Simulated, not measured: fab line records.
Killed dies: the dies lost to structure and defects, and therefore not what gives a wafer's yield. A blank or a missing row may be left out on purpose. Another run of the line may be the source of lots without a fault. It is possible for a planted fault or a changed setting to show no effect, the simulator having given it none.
Which tool did it?    flow sky130    36 wafers from 12 lots sampled at 5 of the route's 708 steps

WHAT THE GAUGES READ, wafer by wafer
SKY_VT_ADJUST_HVTR_CD_MEAS_07: target cd 380 nm. Usual: cdNm 379.3 nm, standard deviation 2.6.
lot   measured      on        cdNm (nm)          flag
L958  day 9 15:47   cdSem-01  380.5 378.8 381.7  
L959  day 10 02:35  cdSem-02  381.4 378.1 375.2  
L962  day 11 00:55  cdSem-01  379.1 380.3 380.4  
L963  day 11 03:22  cdSem-01  378.6 380.5 380.0  
L964  day 11 09:49  cdSem-01  376.8 378.6 377.9  
L965  day 11 19:59  cdSem-02  381.2 382.3 383.3  
L966  day 12 09:30  cdSem-02  381.7 382.4 382.9  
L968  day 13 01:13  cdSem-01  382.3 382.0 381.6  
L973  day 14 05:03  cdSem-01  379.8 378.4 379.9  
L976  day 15 02:59  cdSem-01  377.8 378.3 379.0  
L979  day 16 08:30  cdSem-01  380.3 380.4 379.2  
L980  day 16 13:56  cdSem-01  373.8 374.1 375.7  

SKY_VIA1_THK_MEAS_01. Usual: for VIA1_HDPCVD_THK the level is 1033 nm and the standard deviation is 8.7.
lot   measured      on            VIA1_HDPCVD_THK (nm)  flag
L958  day 33 03:41  filmMetro-02  1037 1034 1040        
L959  day 33 14:46  filmMetro-03  1018 1019 1019        
L962  day 34 17:50  filmMetro-03  1035 1013 1033        
L963  day 34 14:41  filmMetro-04  1020 1034 1027        
L964  day 35 02:50  filmMetro-02  1051 1043 1049        
L965  day 35 15:47  filmMetro-04  1029 1022 1028        
L966  day 36 00:02  filmMetro-02  1036 1031 1038        
L968  day 36 16:54  filmMetro-04  1037 1045 1036        
L973  day 37 19:37  filmMetro-04  1028 1025 1021        
L976  day 38 18:04  filmMetro-03  1028 1026 1019        
L979  day 39 14:37  filmMetro-04  1038 1040 1048        
L980  day 39 19:30  filmMetro-04  1030 1033 1020        

WHICH TOOL RAN EACH LOT (tool, then ch and the chambers of the sampled wafers, then the start)
lot   SKY_LDD_N_IMPLANT_09             SKY_LDD_N_STRIP_16                   SKY_LOCAL_INTERCONNECT_SPUTTER_00
L958  implanter-01 ch 0, day 18 01:14  plasmaAsher-03 ch 1, day 18 02:16    pvdSputter-03, day 29 12:29
L959  implanter-02 ch 0, day 18 14:58  plasmaAsher-03 ch 0,1, day 18 16:01  pvdSputter-03, day 30 00:02
L962  implanter-04 ch 0, day 19 20:25  plasmaAsher-04 ch 0,1, day 19 21:27  pvdSputter-02, day 31 02:46
L963  implanter-04 ch 0, day 19 17:13  plasmaAsher-02 ch 0,1, day 19 18:14  pvdSputter-03, day 31 00:21
L964  implanter-04 ch 0, day 20 06:04  plasmaAsher-04 ch 0,1, day 20 07:06  pvdSputter-02, day 31 12:43
L965  implanter-01 ch 0, day 20 21:49  plasmaAsher-04 ch 0,1, day 20 22:52  pvdSputter-03, day 32 02:37
L966  implanter-02 ch 0, day 21 10:56  plasmaAsher-04 ch 0, day 21 11:58    pvdSputter-03, day 32 12:43
L968  implanter-01 ch 0, day 22 02:37  plasmaAsher-02 ch 0,1, day 22 03:40  pvdSputter-01, day 33 04:50
L973  implanter-02 ch 0, day 23 11:05  plasmaAsher-02 ch 0,1, day 23 12:07  pvdSputter-02, day 34 08:55
L976  implanter-04 ch 0, day 24 13:40  plasmaAsher-03 ch 0,1, day 24 14:43  pvdSputter-02, day 35 09:14
L979  implanter-04 ch 0, day 25 15:35  plasmaAsher-02 ch 0,1, day 25 16:37  pvdSputter-02, day 36 06:22
L980  implanter-02 ch 0, day 25 22:05  plasmaAsher-03 ch 0,1, day 25 23:07  pvdSputter-02, day 36 12:05
- SKY_LDD_N_IMPLANT_09
- SKY_LDD_N_STRIP_16: strips in O2/N2.
- SKY_LOCAL_INTERCONNECT_SPUTTER_00: material TiN, target thk 100 nm, time 83.3 s.

AS READ BY THE TOOLS THEMSELVES (means over the sampled wafers that have a number; for cases with no such wafer, the mark the record gives instead)
SKY_LDD_N_IMPLANT_09. Usual: beamOnS 10.00 s, standard deviation 0.21; doseIonsCm2 7.499e+13, standard deviation 8.7e+10; faradayCurrentUA 423, standard deviation 8.7.
lot   tool          beamOnS (s)  doseIonsCm2  faradayCurrentUA  flag
L958  implanter-01  10.17        7.508e+13    417               
L959  implanter-02  9.92         7.498e+13    427               
L962  implanter-04  10.09        7.497e+13    420               
L963  implanter-04  9.96         7.501e+13    425               
L964  implanter-04  10.01        7.489e+13    422               
L965  implanter-01  10.04        7.498e+13    421               
L966  implanter-02  9.96         7.500e+13    424               
L968  implanter-01  9.90         7.498e+13    428               
L973  implanter-02  9.95         7.496e+13    424               
L976  implanter-04  12.52        1.150e+14    518               OFF
L979  implanter-04  12.12        1.151e+14    534               OFF
L980  implanter-02  10.13        7.502e+13    418               

SKY_LDD_N_STRIP_16. Usual: drypumpMotorCurrentA 5.7 A, standard deviation 0.34; oesProductAu 0.407 a.u., standard deviation 0.0047; stripTimeToEndpointS 4.323 s, standard deviation 0.012.
lot   tool            drypumpMotorCurrentA (A)  oesProductAu (a.u.)  stripTimeToEndpointS (s)  flag
L958  plasmaAsher-03  5.8                       0.402                4.309                     
L959  plasmaAsher-03  5.5                       0.408                4.328                     
L962  plasmaAsher-04  5.9                       0.410                4.328                     
L963  plasmaAsher-02  5.7                       0.406                4.340                     
L964  plasmaAsher-04  5.9                       0.404                4.311                     
L965  plasmaAsher-04  5.9                       0.407                4.324                     
L966  plasmaAsher-04  5.8                       0.409                4.324                     
L968  plasmaAsher-02  5.8                       0.407                4.302                     
L973  plasmaAsher-02  5.8                       0.404                4.327                     
L976  plasmaAsher-03  5.2                       0.406                4.444                     OFF
L979  plasmaAsher-02  5.7                       0.412                4.431                     OFF
L980  plasmaAsher-03  5.5                       0.409                4.322                     

SKY_LOCAL_INTERCONNECT_SPUTTER_00. Usual: throttleValvePct 30.0 %, standard deviation 0.95.
lot   tool           throttleValvePct (%)  flag
L958  pvdSputter-03  29.5                  
L959  pvdSputter-03  29.7                  
L962  pvdSputter-02  30.7                  
L963  pvdSputter-03  29.7                  
L964  pvdSputter-02  30.1                  
L965  pvdSputter-03  29.6                  
L966  pvdSputter-03  29.5                  
L968  pvdSputter-01  30.3                  
L973  pvdSputter-02  30.7                  
L976  pvdSputter-02  30.2                  
L979  pvdSputter-02  30.5                  
L980  pvdSputter-02  29.0                  

THE ANSWER, worked out from the rows above alone
Rule: a lot is off if the mean of its wafers that have a number lies more than 3 standard deviations from the usual mean. A lot without any number at a reading at which 4 lots or more have one is off too. Any other lot the step has rows for is counted as sound. The gauges are gone through in route order, then the tools' own readings, and for those a lot's mean is taken as printed above. The first step at which some lot is off is used, and at that step the reading that is off furthest; a lot without a number counts as furthest.
Off: L976, L979, at SKY_LDD_N_IMPLANT_09 (doseIonsCm2).
A tool fits if, at that step or a process step before it, it ran every lot that is off, and no sound lot after the first of them. One candidate fits, namely implanter-04 at SKY_LDD_N_IMPLANT_09. A fault onset in the window from L964 (day 20 06:04, its last sound lot) to L976 (day 24 13:40, its first lot off) fits.
The tool's own readings at SKY_LDD_N_IMPLANT_09 bear it out: on the lots that are off they differ by more than 5 times the standard deviation of the sound lots' means. beamOnS reads 12.32 s there against 10.01 s on the sound lots; doseIonsCm2 reads 1.150e+14 there against 7.499e+13 on the sound lots; faradayCurrentUA reads 526 there against 423 on the sound lots.

WHAT THE SIMULATOR PUT IN
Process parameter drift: implanter-04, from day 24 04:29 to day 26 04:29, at SKY_LDD_N_IMPLANT_09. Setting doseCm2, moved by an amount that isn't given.
Lots struck among those shown: L976, L979. This agrees with what the rule above found.
